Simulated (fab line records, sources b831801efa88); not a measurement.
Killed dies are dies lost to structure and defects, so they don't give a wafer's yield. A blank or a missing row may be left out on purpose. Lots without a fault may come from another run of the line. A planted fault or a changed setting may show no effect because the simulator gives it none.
Tool commonality check | flow sky130 | 15 lots, 45 wafers sampled

WHY IT WAS OPENED
At SKY_LDD_HVP_TW_MEAS_10 the reading LDD_HVP_TW is flagged on 3 of 15 lots. Wafers without a fault read 457.9, standard deviation 3.
Rule: a lot is flagged when every wafer of it that has a number lies more than 4 standard deviations from that mean, or none has a number. The other lots count as sound.

lot  | measured     | on            | LDD_HVP_TW, wafer by wafer | flag
L563 | day 20 18:55 | film_metro-01 | 462.1 461.0 461.0          |
L564 | day 21 21:34 | film_metro-01 | 459.0 457.9 456.8          |
L565 | day 21 23:16 | film_metro-01 | 457.3 454.4 457.0          |
L566 | day 22 07:16 | film_metro-03 | 30.1 30.0 30.1             | FLAGGED
L567 | day 23 22:26 | film_metro-02 | 30.1 30.4 30.2             | FLAGGED
L568 | day 24 04:37 | film_metro-03 | 29.7 30.0 29.9             | FLAGGED
L569 | day 24 05:22 | film_metro-02 | 458.3 460.3 455.7          |
L572 | day 24 23:14 | film_metro-01 | 460.2 459.6 462.1          |
L576 | day 26 03:49 | film_metro-01 | 455.2 459.3 456.2          |
L577 | day 26 09:28 | film_metro-03 | 452.9 454.4 452.4          |
L579 | day 27 22:40 | film_metro-02 | 455.5 454.9 457.6          |
L580 | day 27 23:16 | film_metro-01 | 457.8 460.3 458.6          |
L581 | day 28 04:43 | film_metro-01 | 461.1 460.7 462.8          |
L583 | day 29 03:19 | film_metro-02 | 458.5 458.7 460.7          |
L586 | day 29 17:58 | film_metro-01 | 462.3 463.3 462.1          |
The numbers of the flagged lots are 30.1 on average: -427.8 against the usual, or -99 or more standard deviations.

WHICH TOOL RAN EACH LOT
The record holds 1 process step before the reading, out of a route of 708 steps. In each cell: the tool, then ch and the chambers that the sampled wafers went through, then the start.
lot  | flag    | SKY_LDD_HVP_IMPLANT_08
L563 |         | implanter-02 ch 0, day 20 18:40
L564 |         | implanter-01 ch 0, day 21 21:20
L565 |         | implanter-02 ch 0, day 21 23:01
L566 | FLAGGED | implanter-02, day 22 07:02
L567 | FLAGGED | implanter-01, day 23 22:12
L568 | FLAGGED | implanter-02, day 24 04:22
L569 |         | implanter-03 ch 0, day 24 05:07
L572 |         | implanter-01 ch 0, day 24 23:01
L576 |         | implanter-02 ch 0, day 26 03:35
L577 |         | implanter-02 ch 0, day 26 09:13
L579 |         | implanter-01 ch 0, day 27 22:25
L580 |         | implanter-02 ch 0, day 27 23:01
L581 |         | implanter-02 ch 0, day 28 04:28
L583 |         | implanter-02 ch 0, day 29 03:04
L586 |         | implanter-02 ch 0, day 29 17:43
What these steps do:
- SKY_LDD_HVP_IMPLANT_08
- SKY_LDD_HVP_TW_MEAS_10

FLAGGED OVER TOTAL, TOOL BY TOOL (the gauges that took the reading come last)
step                   | tool          | lots run | flagged | share of the flagged lots | sound lots run after its first flagged lot
SKY_LDD_HVP_IMPLANT_08 | implanter-01  | 4        | 1       | some                      | 2 (L572,L579)
SKY_LDD_HVP_IMPLANT_08 | implanter-02  | 10       | 2       | some                      | 6 (L576,L577,L580,L581,L583,L586)
SKY_LDD_HVP_IMPLANT_08 | implanter-03  | 1        | 0       | none                      | -
SKY_LDD_HVP_TW_MEAS_10 | film_metro-01 | 8        | 0       | none                      | -
SKY_LDD_HVP_TW_MEAS_10 | film_metro-02 | 4        | 1       | some                      | 3 (L569,L579,L583)
SKY_LDD_HVP_TW_MEAS_10 | film_metro-03 | 3        | 2       | some                      | 1 (L577)

WHAT THE TABLE ALLOWS
No row of the table ran every flagged lot.

WHAT THE SIMULATOR HAD PUT IN
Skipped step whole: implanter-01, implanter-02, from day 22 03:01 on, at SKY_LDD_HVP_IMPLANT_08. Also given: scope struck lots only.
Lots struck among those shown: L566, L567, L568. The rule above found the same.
